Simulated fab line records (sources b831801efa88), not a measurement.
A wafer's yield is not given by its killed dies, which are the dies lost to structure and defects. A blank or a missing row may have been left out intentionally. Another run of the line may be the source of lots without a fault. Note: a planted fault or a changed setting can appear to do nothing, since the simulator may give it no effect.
fab line records	flow gf180mcu
[record] lots = 24	wafers = 72	last_day = 34
route steps=602 shown CONTACT@310 M2@368 M3@410 V3@431 V4@494
lots with no fault: from the same line, run without faults
start_h: the number of hours between the record's first day and the start of the first shown wafer of the lot	wait_h: how many hours have passed since the lot's step before this one	" as in the row above	L1.1+2: several wafers, shown together as one row	- either no value or no given start	* or withheld: withheld	< > ~ a bound
route shown NAME@n: a module of which the file shows steps, and the number in the route of the first	usual: mean/standard deviation taken from wafers without a fault	same: alike in all rows	chamber/n: place in a boat	sites: the reading at each site	_std_site: standard deviation across them	_edge_site: mean of outer sites minus mean of inner sites	radius_mm: how far each site lies from the wafer's centre	mask NAME#n: copy n	behind: the last tool/chamber to shape the wafer	hold: why the lot went on hold/how many hours it stayed there/how the hold came to an end	device: transistor that didn't switch, given as n, p or np	end of line: the route-end tests of the same wafers	a step with no rows: only its recipe	killed: not the wafer's yield, but the dies lost to structure and defects at the first sort	map: a wafer's dies, marking killed ones x, the rest . and places with no die _
set.NAME: the run value of the setting; set.NAME@STEP: its run value at that earlier step	model.NAME: the simulator's own value behind a step, which no gauge read
a sample of lots followed through the steps of the route, with each step as a table and each wafer as a row
services: when a tool's chamber went out of use (start_h, in hours from the record's first day, below 0 if earlier), for how many hours, and the reason
[[steps]]
[step GF_CONTACT_SPUTTER_23]
[recipe] material = TiN	target_thk_nm = 10	chamber_pressure_pa = 5	power_w = 4000	time_s = 40
[usual] chamber_pressure_pa = 5.001/0.011	throttle_valve_pct = 30.2/1.1
lot.wafer	tool	chamber	start_h	wait_h	chamber_pressure_pa	throttle_valve_pct
L074.3	pvd_sputter-03	-	367.38	0.0	4.999	28.8
L074.5	"	-	"	"	5.003	31.3
L074.6	"	-	"	"	5.008	31.9
L075.2	pvd_sputter-04	-	374.00	0.0	5.017	30.3
L075.5	"	-	"	"	4.991	30.6
L075.6	"	-	"	"	4.991	29.1
L076.2	pvd_sputter-03	-	375.51	0.0	5.001	31.9
L076.3	"	-	"	"	5.006	28.9
L076.6	"	-	"	"	4.998	31.9
L077.1	pvd_sputter-04	-	386.23	0.0	5.000	29.1
L077.4	"	-	"	"	5.006	30.4
L077.5	"	-	"	"	5.004	29.2
L078.2	pvd_sputter-01	-	390.52	0.0	5.000	29.3
L078.3	"	-	"	"	5.037	30.5
L078.4	"	-	"	"	4.995	29.8
L080.1	pvd_sputter-03	-	421.29	0.0	5.007	32.1
L080.3	"	-	"	"	5.005	29.0
L080.4	"	-	"	"	5.000	31.5
L079.1	pvd_sputter-04	-	421.81	0.0	5.005	28.9
L079.2	"	-	"	"	5.017	29.0
L079.5	"	-	"	"	5.005	30.5
L081.1	pvd_sputter-01	-	427.49	0.0	5.015	29.0
L081.2	"	-	"	"	4.986	29.6
L081.3	"	-	"	"	5.015	30.4
L082.1	pvd_sputter-04	-	431.99	0.0	5.001	29.0
L082.4	"	-	"	"	5.000	30.5
L082.6	"	-	"	"	4.987	30.1
L083.3	pvd_sputter-03	-	451.47	0.0	4.984	28.7
L083.4	"	-	"	"	4.996	31.9
L083.6	"	-	"	"	5.008	31.3
L085.1	pvd_sputter-03	-	457.93	0.0	4.989	32.1
L085.3	"	-	"	"	5.013	29.1
L085.4	"	-	"	"	4.990	31.9
L084.1	pvd_sputter-01	-	459.49	0.0	5.023	30.3
L084.3	"	-	"	"	5.003	29.2
L084.5	"	-	"	"	4.991	29.8
L086.1	pvd_sputter-03	-	466.50	0.0	5.000	31.9
L086.4	"	-	"	"	4.998	32.2
L086.5	"	-	"	"	4.986	31.4
L087.1	pvd_sputter-01	-	468.58	0.0	4.975	29.2
L087.3	"	-	"	"	4.985	29.7
L087.4	"	-	"	"	4.989	30.0
L088.3	pvd_sputter-01	-	490.26	0.0	4.995	29.3
L088.4	"	-	"	"	4.998	29.5
L088.6	"	-	"	"	5.002	29.6
L090.1	pvd_sputter-01	-	505.56	0.0	4.999	30.3
L090.4	"	-	"	"	5.015	29.1
L090.6	"	-	"	"	5.005	30.5
L089.1	pvd_sputter-04	-	506.30	0.0	4.999	30.4
L089.3	"	-	"	"	4.990	30.3
L089.5	"	-	"	"	4.983	29.1
L091.3	pvd_sputter-03	-	524.56	0.0	5.004	31.8
L091.4	"	-	"	"	4.996	32.3
L091.6	"	-	"	"	5.020	31.7
L093.1	pvd_sputter-04	-	526.34	0.0	5.002	29.2
L093.2	"	-	"	"	5.004	30.5
L093.5	"	-	"	"	4.993	29.2
L092.2	pvd_sputter-04	-	527.81	0.0	5.003	28.9
L092.3	"	-	"	"	5.013	30.8
L092.6	"	-	"	"	5.013	30.3
L094.2	pvd_sputter-01	-	549.81	0.0	4.997	30.6
L094.3	"	-	"	"	4.994	29.2
L094.6	"	-	"	"	5.016	29.9
L096.1	pvd_sputter-04	-	553.34	0.0	4.998	29.0
L096.2	"	-	"	"	5.000	30.2
L096.6	"	-	"	"	5.007	29.1
L095.1	pvd_sputter-04	-	555.35	0.0	4.983	29.1
L095.3	"	-	"	"	4.993	29.1
L095.4	"	-	"	"	5.016	30.4
L097.1	pvd_sputter-03	-	563.60	0.0	5.015	28.7
L097.5	"	-	"	"	5.013	28.6
L097.6	"	-	"	"	5.010	32.2
[step GF_M2_THK_MEAS_06]
[recipe] thk_meas_gauge = xrf	reads = AlCu_of_M2_SPUTTER_02
[usual] M2_ALCU_THK = 448/5.1
lot.wafer	tool	chamber	start_h	wait_h	M2_ALCU_THK[nm]
L074.3	film_metro-04	-	416.26	0.1	447
L074.5	"	-	"	"	444
L074.6	"	-	"	"	444
L075.2	film_metro-04	-	424.01	0.1	442
L075.5	"	-	"	"	444
L075.6	"	-	"	"	448
L076.2	film_metro-04	-	426.49	0.1	442
L076.3	"	-	"	"	445
L076.6	"	-	"	"	448
L077.1	film_metro-04	-	437.02	0.1	454
L077.4	"	-	"	"	456
L077.5	"	-	"	"	457
L078.2	film_metro-04	-	441.00	0.1	448
L078.3	"	-	"	"	448
L078.4	"	-	"	"	453
L080.1	film_metro-03	-	474.73	0.1	441
L080.3	"	-	"	"	448
L080.4	"	-	"	"	445
L079.1	film_metro-04	-	476.50	0.1	455
L079.2	"	-	"	"	448
L079.5	"	-	"	"	452
L081.1	film_metro-03	-	480.28	0.1	451
L081.2	"	-	"	"	450
L081.3	"	-	"	"	444
L082.1	film_metro-01	-	485.17	0.1	449
L082.4	"	-	"	"	450
L082.6	"	-	"	"	448
L083.3	film_metro-03	-	504.65	0.1	453
L083.4	"	-	"	"	450
L083.6	"	-	"	"	448
L085.1	film_metro-01	-	510.78	0.1	442
L085.3	"	-	"	"	438
L085.4	"	-	"	"	443
L084.1	film_metro-04	-	511.48	0.1	457
L084.3	"	-	"	"	449
L084.5	"	-	"	"	456
L086.1	film_metro-01	-	517.31	0.1	446
L086.4	"	-	"	"	447
L086.5	"	-	"	"	452
L087.1	film_metro-04	-	520.69	0.1	453
L087.3	"	-	"	"	446
L087.4	"	-	"	"	450
L088.3	film_metro-03	-	540.15	0.1	449
L088.4	"	-	"	"	452
L088.6	"	-	"	"	454
L090.1	film_metro-04	-	555.47	0.1	448
L090.4	"	-	"	"	441
L090.6	"	-	"	"	448
L089.1	film_metro-03	-	556.61	0.1	452
L089.3	"	-	"	"	448
L089.5	"	-	"	"	458
L091.3	film_metro-03	-	573.75	0.1	442
L091.4	"	-	"	"	445
L091.6	"	-	"	"	443
L092.2	film_metro-03	-	575.34	0.1	448
L092.3	"	-	"	"	447
L092.6	"	-	"	"	447
L093.1	film_metro-04	-	575.63	0.1	434
L093.2	"	-	"	"	448
L093.5	"	-	"	"	438
L094.2	film_metro-04	-	596.99	0.1	446
L094.3	"	-	"	"	447
L094.6	"	-	"	"	447
L096.1	film_metro-01	-	601.08	0.1	446
L096.2	"	-	"	"	438
L096.6	"	-	"	"	440
L095.1	film_metro-03	-	602.80	0.1	448
L095.3	"	-	"	"	448
L095.4	"	-	"	"	450
L097.1	film_metro-04	-	609.18	0.1	448
L097.5	"	-	"	"	451
L097.6	"	-	"	"	451
[step GF_M2_STRIP_17]
[recipe] chemistry = O2/N2	power_w = 1400	pressure_mtorr = 1500	platen_temp_c = 250	o2_flow_sccm = 3000	n2_flow_sccm = 300	overash_fraction = 0.5
[usual] drypump_motor_current_A = 5.6/0.34	heater_power_w = 338/22	oes_product_au = 0.537/0.005	strip_time_to_endpoint_s = 7.39/0.052
lot.wafer	tool	chamber	start_h	wait_h	drypump_motor_current_A	heater_power_w	oes_product_au	rf_hours_counter_h	strip_time_to_endpoint_s
L074.3	plasma_asher-03	0	440.12	0.1	6.0	367	0.537	-	7.40
L074.5	"	1	"	"	5.3	337	0.531	-	7.43
L074.6	"	0	"	"	6.0	370	0.533	-	7.29
L075.2	plasma_asher-03	1	448.27	0.1	5.4	338	0.537	33	7.41
L075.5	"	1	"	"	5.4	331	0.530	-	7.31
L075.6	"	0	"	"	6.0	363	0.541	-	7.40
L076.2	plasma_asher-03	0	450.86	0.1	6.0	366	0.533	33	7.35
L076.3	"	1	"	"	5.4	335	0.539	-	7.39
L076.6	"	1	"	"	5.3	337	0.532	-	7.36
L077.1	plasma_asher-03	1	461.79	0.1	5.3	338	0.534	34	7.31
L077.4	"	1	"	"	5.3	330	0.537	-	7.42
L077.5	"	1	"	"	5.4	334	0.535	-	7.36
L078.2	plasma_asher-03	0	465.66	0.1	6.0	375	0.535	35	7.46
L078.3	"	1	"	"	5.4	332	0.539	-	7.43
L078.4	"	0	"	"	6.0	369	0.535	-	7.36
L080.1	plasma_asher-03	0	498.69	0.1	6.0	370	0.536	38	7.44
L080.3	"	1	"	"	5.3	335	0.532	-	7.34
L080.4	"	0	"	"	6.0	362	0.553	-	7.47
L079.1	plasma_asher-04	0	500.94	0.1	5.8	303	0.536	8	7.32
L079.2	"	1	"	"	5.1	325	0.538	8	7.39
L079.5	"	1	"	"	5.1	333	0.530	-	7.41
L081.1	plasma_asher-03	0	504.14	0.1	6.0	370	0.542	39	7.47
L081.2	"	1	"	"	5.3	333	0.541	39	7.39
L081.3	"	1	"	"	5.3	333	0.542	-	7.44
L082.1	plasma_asher-03	1	508.86	0.1	5.3	346	0.541	39	7.42
L082.4	"	0	"	"	6.0	369	0.540	-	7.38
L082.6	"	0	"	"	6.0	369	0.540	-	7.48
L083.3	plasma_asher-04	1	527.60	0.1	5.1	331	0.544	-	7.36
L083.4	"	0	"	"	5.8	304	0.533	-	7.43
L083.6	"	0	"	"	5.8	312	0.531	-	7.43
L085.1	plasma_asher-01	0	533.69	0.1	6.1	331	0.540	87	7.38
L085.3	"	1	"	"	5.6	366	0.538	-	7.37
L085.4	"	0	"	"	6.1	318	0.535	-	7.28
L084.1	plasma_asher-04	1	534.66	0.1	5.1	333	0.538	11	7.46
L084.3	"	1	"	"	5.2	342	0.539	-	7.44
L084.5	"	0	"	"	5.8	306	0.534	-	7.44
L086.1	plasma_asher-03	0	539.81	0.1	6.0	367	0.535	42	7.32
L086.4	"	0	"	"	6.0	368	0.537	-	7.33
L086.5	"	1	"	"	5.3	333	0.529	-	7.37
L087.1	plasma_asher-04	0	543.66	0.1	5.8	300	0.534	12	7.39
L087.3	"	0	"	"	5.8	310	0.540	-	7.38
L087.4	"	1	"	"	5.1	325	0.539	-	7.37
L088.3	plasma_asher-01	1	562.15	0.1	5.6	356	0.538	-	7.38
L088.4	"	0	"	"	6.1	327	0.540	-	7.33
L088.6	"	1	"	"	5.6	346	0.528	-	7.30
L090.1	plasma_asher-04	0	577.29	0.3	5.8	303	0.543	16	7.43
L090.4	"	0	"	"	5.8	311	0.546	-	7.44
L090.6	"	0	"	"	5.8	300	0.535	-	7.43
L089.1	plasma_asher-04	1	578.61	0.1	5.1	330	0.541	16	7.34
L089.3	"	1	"	"	5.1	342	0.537	-	7.33
L089.5	"	0	"	"	5.8	312	0.538	-	7.37
L091.3	plasma_asher-01	0	595.16	0.1	6.1	324	0.538	-	7.44
L091.4	"	1	"	"	5.6	357	0.539	-	7.40
L091.6	"	0	"	"	6.1	325	0.539	-	7.41
L092.2	plasma_asher-01	0	595.96	0.1	6.1	334	0.533	94	7.34
L092.3	"	0	"	"	6.1	330	0.540	-	7.35
L092.6	"	0	"	"	6.1	326	0.535	-	7.43
L093.1	plasma_asher-04	1	596.38	0.1	5.1	335	0.533	18	7.44
L093.2	"	0	"	"	5.8	308	0.548	18	7.47
L093.5	"	0	"	"	5.8	306	0.542	-	7.46
L094.2	plasma_asher-03	0	618.06	0.1	6.0	363	0.545	50	7.40
L094.3	"	1	"	"	5.3	339	0.538	-	7.35
L094.6	"	1	"	"	5.3	338	0.538	-	7.38
L096.1	plasma_asher-01	1	621.91	0.1	5.6	355	0.530	97	7.43
L096.2	"	0	"	"	6.1	327	0.541	97	7.41
L096.6	"	1	"	"	5.6	350	0.537	-	7.42
L095.1	plasma_asher-04	0	623.51	0.1	5.8	297	0.535	20	7.34
L095.3	"	0	"	"	5.8	302	0.537	-	7.42
L095.4	"	1	"	"	5.1	336	0.539	-	7.45
L097.1	plasma_asher-04	1	629.32	0.1	5.1	331	0.529	21	7.31
L097.5	"	0	"	"	5.8	303	0.540	-	7.36
L097.6	"	1	"	"	5.2	332	0.524	-	7.41
[step GF_M3_SPUTTER_01]
[recipe] material = TiN	target_thk_nm = 30	power_w = 6500	time_s = 25	chamber_pressure_pa = 0.4
[usual] chamber_pressure_pa = 0.4000/0.00076	throttle_valve_pct = 30.1/1.1
lot.wafer	tool	chamber	start_h	wait_h	chamber_pressure_pa	throttle_valve_pct
L074.3	pvd_sputter-03	-	467.80	0.1	0.3998	31.9
L074.5	"	-	"	"	0.3989	31.4
L074.6	"	-	"	"	0.4004	28.9
L075.2	pvd_sputter-04	-	475.80	0.1	0.4009	30.1
L075.5	"	-	"	"	0.4002	28.9
L075.6	"	-	"	"	0.4004	30.1
L076.2	pvd_sputter-02	-	478.34	0.1	0.4008	28.8
L076.3	"	-	"	"	0.3999	30.3
L076.6	"	-	"	"	0.3997	28.8
L077.1	pvd_sputter-03	-	489.19	0.1	0.4001	31.6
L077.4	"	-	"	"	0.3987	29.0
L077.5	"	-	"	"	0.3984	28.8
L078.2	pvd_sputter-02	-	492.38	0.1	0.4006	29.0
L078.3	"	-	"	"	0.3998	30.2
L078.4	"	-	"	"	0.4004	30.3
L080.1	pvd_sputter-02	-	524.48	0.1	0.3996	30.3
L080.3	"	-	"	"	0.4003	28.4
L080.4	"	-	"	"	0.3998	30.2
L079.1	pvd_sputter-03	-	527.02	0.1	0.3988	31.4
L079.2	"	-	"	"	0.4008	32.2
L079.5	"	-	"	"	0.3992	32.0
L081.1	pvd_sputter-04	-	529.95	0.1	0.4000	29.0
L081.2	"	-	"	"	0.4006	30.6
L081.3	"	-	"	"	0.3996	29.2
L082.1	pvd_sputter-02	-	535.01	0.1	0.4005	30.4
L082.4	"	-	"	"	0.4009	28.7
L082.6	"	-	"	"	0.3993	29.2
L083.3	pvd_sputter-03	-	552.49	0.1	0.4011	29.0
L083.4	"	-	"	"	0.3993	31.9
L083.6	"	-	"	"	0.4007	28.7
L085.1	pvd_sputter-03	-	558.62	0.1	0.3988	28.8
L085.3	"	-	"	"	0.3990	32.3
L085.4	"	-	"	"	0.3995	32.1
L084.1	pvd_sputter-04	-	560.04	0.1	0.4002	30.8
L084.3	"	-	"	"	0.3991	30.4
L084.5	"	-	"	"	0.3993	29.2
L086.1	pvd_sputter-03	-	564.41	0.1	0.3982	28.8
L086.4	"	-	"	"	0.3985	32.0
L086.5	"	-	"	"	0.4008	32.0
L087.1	pvd_sputter-04	-	567.91	0.1	0.4000	29.4
L087.3	"	-	"	"	0.4005	30.5
L087.4	"	-	"	"	0.4006	29.5
L088.3	pvd_sputter-02	-	586.08	0.1	0.4000	29.0
L088.4	"	-	"	"	0.4005	30.3
L088.6	"	-	"	"	0.4011	30.1
L090.1	pvd_sputter-04	-	601.96	0.1	0.4013	29.1
L090.4	"	-	"	"	0.4010	30.4
L090.6	"	-	"	"	0.4006	30.3
L089.1	pvd_sputter-04	-	603.16	0.1	0.4006	29.4
L089.3	"	-	"	"	0.3997	28.9
L089.5	"	-	"	"	0.4002	30.7
L091.3	pvd_sputter-02	-	618.58	0.1	0.3998	30.1
L091.4	"	-	"	"	0.3994	30.1
L091.6	"	-	"	"	0.4009	29.0
L092.2	pvd_sputter-04	-	619.58	0.1	0.3998	29.2
L092.3	"	-	"	"	0.4006	30.4
L092.6	"	-	"	"	0.4003	29.3
L093.1	pvd_sputter-03	-	620.12	0.1	0.4007	31.9
L093.2	"	-	"	"	0.4000	32.2
L093.5	"	-	"	"	0.3996	31.9
L094.2	pvd_sputter-02	-	640.71	0.1	0.4012	28.5
L094.3	"	-	"	"	0.3994	30.0
L094.6	"	-	"	"	0.3995	28.7
L096.1	pvd_sputter-02	-	646.02	0.1	0.4001	29.1
L096.2	"	-	"	"	0.3997	30.2
L096.6	"	-	"	"	0.4003	28.7
L095.1	pvd_sputter-03	-	646.80	0.1	0.3999	28.9
L095.3	"	-	"	"	0.4009	31.4
L095.4	"	-	"	"	0.4017	32.0
L097.1	pvd_sputter-04	-	652.22	0.1	0.3991	29.2
L097.5	"	-	"	"	0.3993	29.2
L097.6	"	-	"	"	0.3991	30.1
[step GF_V3_CVD_02]
[recipe] material = SiO2	target_thk_nm = 850	precursor = TEOS	temp_c = 400	time_s = 94.851	rf_w = 600
[usual] heater_power_w = 645/83	susceptor_temp_C = 400.01/0.23
lot.wafer	tool	chamber	start_h	wait_h	heater_power_w	susceptor_temp_C
L074.3	pecvd-01	0	492.63	0.0	588	400.17
L074.5	"	0	"	"	643	400.17
L074.6	"	1	"	"	765	400.46
L075.2	pecvd-04	2	500.91	0.0	748	399.59
L075.5	"	0	"	"	731	399.53
L075.6	"	2	"	"	772	400.10
L076.2	pecvd-04	1	503.38	0.0	604	400.22
L076.3	"	0	"	"	704	400.15
L076.6	"	0	"	"	588	400.03
L077.1	pecvd-04	2	513.28	0.1	823	400.20
L077.4	"	2	"	"	651	400.58
L077.5	"	0	"	"	585	400.12
L078.2	pecvd-04	1	517.03	0.0	550	400.07
L078.3	"	0	"	"	712	399.77
L078.4	"	1	"	"	582	400.21
L080.1	pecvd-02	2	548.36	0.1	656	399.73
L080.3	"	1	"	"	506	400.00
L080.4	"	0	"	"	616	400.17
L079.1	pecvd-04	2	550.83	0.1	814	399.98
L079.2	"	1	"	"	654	400.01
L079.5	"	2	"	"	653	399.99
L081.1	pecvd-02	2	553.62	0.1	674	400.02
L081.2	"	0	"	"	549	400.03
L081.3	"	1	"	"	610	399.97
L082.1	pecvd-01	0	558.44	0.1	624	399.73
L082.4	"	2	"	"	542	399.42
L082.6	"	0	"	"	642	400.38
L083.3	pecvd-04	1	575.80	0.0	666	399.82
L083.4	"	0	"	"	712	400.13
L083.6	"	1	"	"	520	400.10
L085.1	pecvd-04	1	581.31	0.1	532	400.12
L085.3	"	2	"	"	697	399.92
L085.4	"	1	"	"	582	400.07
L084.1	pecvd-02	2	582.86	0.1	653	399.74
L084.3	"	0	"	"	665	399.57
L084.5	"	0	"	"	699	400.06
L086.1	pecvd-04	1	586.59	0.1	668	399.94
L086.4	"	2	"	"	781	400.09
L086.5	"	1	"	"	532	399.82
L087.1	pecvd-01	1	590.50	0.1	703	399.60
L087.3	"	2	"	"	562	399.67
L087.4	"	1	"	"	736	399.56
L088.3	pecvd-04	2	607.54	0.0	689	399.56
L088.4	"	0	"	"	690	400.16
L088.6	"	1	"	"	637	399.86
L090.1	pecvd-02	2	622.67	0.1	596	400.46
L090.4	"	2	"	"	650	400.11
L090.6	"	0	"	"	696	400.29
L089.1	pecvd-01	2	625.40	0.1	569	400.20
L089.3	"	1	"	"	752	400.01
L089.5	"	1	"	"	622	400.07
L091.3	pecvd-01	1	639.48	0.0	626	400.16
L091.4	"	1	"	"	708	399.85
L091.6	"	2	"	"	465	399.77
L092.2	pecvd-04	2	640.63	0.0	762	399.66
L092.3	"	1	"	"	647	400.24
L092.6	"	1	"	"	664	400.03
L093.1	pecvd-02	1	641.11	0.1	572	400.05
L093.2	"	0	"	"	570	400.02
L093.5	"	0	"	"	657	400.29
L094.2	pecvd-02	1	661.23	0.0	493	400.24
L094.3	"	0	"	"	626	399.74
L094.6	"	0	"	"	664	400.13
L096.1	pecvd-01	1	666.41	0.1	761	400.41
L096.2	"	0	"	"	678	399.79
L096.6	"	0	"	"	539	399.78
L095.1	pecvd-04	2	666.60	0.1	691	399.93
L095.3	"	1	"	"	547	399.89
L095.4	"	1	"	"	590	400.00
L097.1	pecvd-04	1	672.42	0.1	639	399.96
L097.5	"	0	"	"	745	399.79
L097.6	"	1	"	"	668	400.02
[step GF_V4_STRIP_18]
[recipe] chemistry = O2/N2	power_w = 1400	pressure_mtorr = 1500	platen_temp_c = 250	o2_flow_sccm = 3000	n2_flow_sccm = 300	overash_fraction = 0.5
[usual] drypump_motor_current_A = 5.7/0.36	heater_power_w = 336/19	oes_product_au = 0.593/0.0052
lot.wafer	tool	chamber	start_h	wait_h	drypump_motor_current_A	heater_power_w	oes_product_au	rf_hours_counter_h
L074.3	plasma_asher-02	1	565.37	-	5.6	328	0.588	-
L074.5	"	1	"	"	5.7	336	0.593	-
L074.6	"	0	"	"	6.2	343	0.588	-
L075.2	plasma_asher-04	0	572.29	-	5.8	308	0.587	15
L075.5	"	0	"	"	5.8	307	0.593	-
L075.6	"	1	"	"	5.1	333	0.595	-
L076.2	plasma_asher-04	1	574.66	-	5.1	330	0.593	16
L076.3	"	1	"	"	5.1	332	0.592	-
L076.6	"	0	"	"	5.8	304	0.586	-
L077.1	plasma_asher-03	1	583.59	-	5.4	338	0.594	46
L077.4	"	1	"	"	5.3	344	0.592	-
L077.5	"	1	"	"	5.4	342	0.590	-
L078.2	plasma_asher-04	0	586.26	-	5.8	301	0.589	17
L078.3	"	0	"	"	5.8	302	0.592	-
L078.4	"	1	"	"	5.1	333	0.589	-
L080.1	plasma_asher-03	0	616.76	-	6.0	361	0.590	49
L080.3	"	1	"	"	5.3	337	0.589	-
L080.4	"	0	"	"	6.0	366	0.598	-
L079.1	plasma_asher-02	1	617.84	-	5.7	318	0.600	88
L079.2	"	0	"	"	6.2	348	0.589	88
L079.5	"	0	"	"	6.2	349	0.584	-
L081.1	plasma_asher-03	1	621.59	-	5.3	333	0.590	50
L081.2	"	0	"	"	6.0	364	0.596	50
L081.3	"	1	"	"	5.3	332	0.588	-
L082.1	plasma_asher-04	0	626.76	-	5.8	306	0.596	21
L082.4	"	1	"	"	5.1	341	0.597	-
L082.6	"	0	"	"	5.8	309	0.596	-
L083.3	plasma_asher-02	1	642.77	-	5.6	329	0.591	-
L083.4	"	0	"	"	6.2	341	0.597	-
L083.6	"	0	"	"	6.2	343	0.581	-
L085.1	plasma_asher-04	0	646.55	-	5.8	304	0.602	23
L085.3	"	1	"	"	5.1	335	0.594	-
L085.4	"	0	"	"	5.8	306	0.601	-
L084.1	plasma_asher-03	1	648.94	-	5.3	331	0.600	52
L084.3	"	0	"	"	6.0	368	0.591	-
L084.5	"	1	"	"	5.3	335	0.596	-
L086.1	plasma_asher-04	0	652.80	-	5.8	319	0.589	24
L086.4	"	1	"	"	5.2	338	0.599	-
L086.5	"	1	"	"	5.1	343	0.591	-
L087.1	plasma_asher-03	0	654.06	-	6.0	378	0.598	53
L087.3	"	1	"	"	5.3	335	0.596	-
L087.4	"	0	"	"	6.0	365	0.598	-
L088.3	plasma_asher-03	1	670.24	-	5.3	344	0.604	-
L088.4	"	0	"	"	6.0	370	0.605	-
L088.6	"	0	"	"	6.0	366	0.598	-
L090.1	plasma_asher-03	1	685.59	-	5.3	343	0.586	56
L090.4	"	1	"	"	5.3	339	0.592	-
L090.6	"	1	"	"	5.3	338	0.585	-
L089.1	plasma_asher-02	1	686.98	-	5.7	325	0.581	96
L089.3	"	1	"	"	5.7	328	0.586	-
L089.5	"	1	"	"	5.7	323	0.586	-
L091.3	plasma_asher-02	1	700.72	-	5.7	322	0.592	-
L091.4	"	0	"	"	6.2	345	0.594	-
L091.6	"	0	"	"	6.2	340	0.596	-
L092.2	plasma_asher-03	1	702.15	-	5.3	342	0.586	58
L092.3	"	1	"	"	5.3	335	0.603	-
L092.6	"	0	"	"	6.0	364	0.595	-
L093.1	plasma_asher-02	1	702.46	-	5.7	318	0.591	97
L093.2	"	0	"	"	6.2	343	0.599	97
L093.5	"	1	"	"	5.7	328	0.582	-
L094.2	plasma_asher-04	0	721.01	-	5.8	302	0.594	31
L094.3	"	1	"	"	5.1	335	0.593	-
L094.6	"	1	"	"	5.1	342	0.598	-
L096.1	plasma_asher-04	0	725.75	-	5.8	304	0.594	31
L096.2	"	1	"	"	5.1	334	0.597	31
L096.6	"	0	"	"	5.8	304	0.593	-
L095.1	plasma_asher-02	0	725.96	-	6.2	341	0.598	100
L095.3	"	0	"	"	6.2	338	0.592	-
L095.4	"	1	"	"	5.6	329	0.589	-
L097.1	plasma_asher-02	1	730.89	-	5.7	333	0.596	100
L097.5	"	1	"	"	5.7	326	0.583	-
L097.6	"	0	"	"	6.2	343	0.595	-
[[services]]
tool	chamber	start_h	hours	kind
pvd_sputter-03	-	361.12	0.8	repair
plasma_asher-03	-	362.47	0.9	repair
pecvd-01	-	380.54	28.1	pm
pvd_sputter-04	-	381.17	4.4	repair
pecvd-04	-	386.27	2.8	pm
pecvd-02	2	401.04	21.9	repair
plasma_asher-02	-	401.81	0.3	repair
pecvd-01	-	408.64	6.0	pm
plasma_asher-04	-	421.25	9.0	pm
pvd_sputter-04	-	429.06	0.9	repair
plasma_asher-03	-	458.22	2.8	pm
plasma_asher-04	-	515.50	1.1	repair
pvd_sputter-02	-	546.47	0.5	repair
pvd_sputter-02	-	559.22	5.7	repair
plasma_asher-03	-	569.47	8.8	repair
pvd_sputter-02	-	579.01	2.2	repair
plasma_asher-04	-	581.03	4.9	repair
pvd_sputter-01	-	584.12	4.6	repair
pecvd-04	-	585.72	0.4	repair
pecvd-04	-	591.12	14.0	pm
plasma_asher-03	-	634.90	6.2	pm
pvd_sputter-03	-	635.64	3.7	repair
pvd_sputter-02	-	670.83	13.1	repair
pvd_sputter-04	-	679.23	3.7	repair
[[key]]
fault none
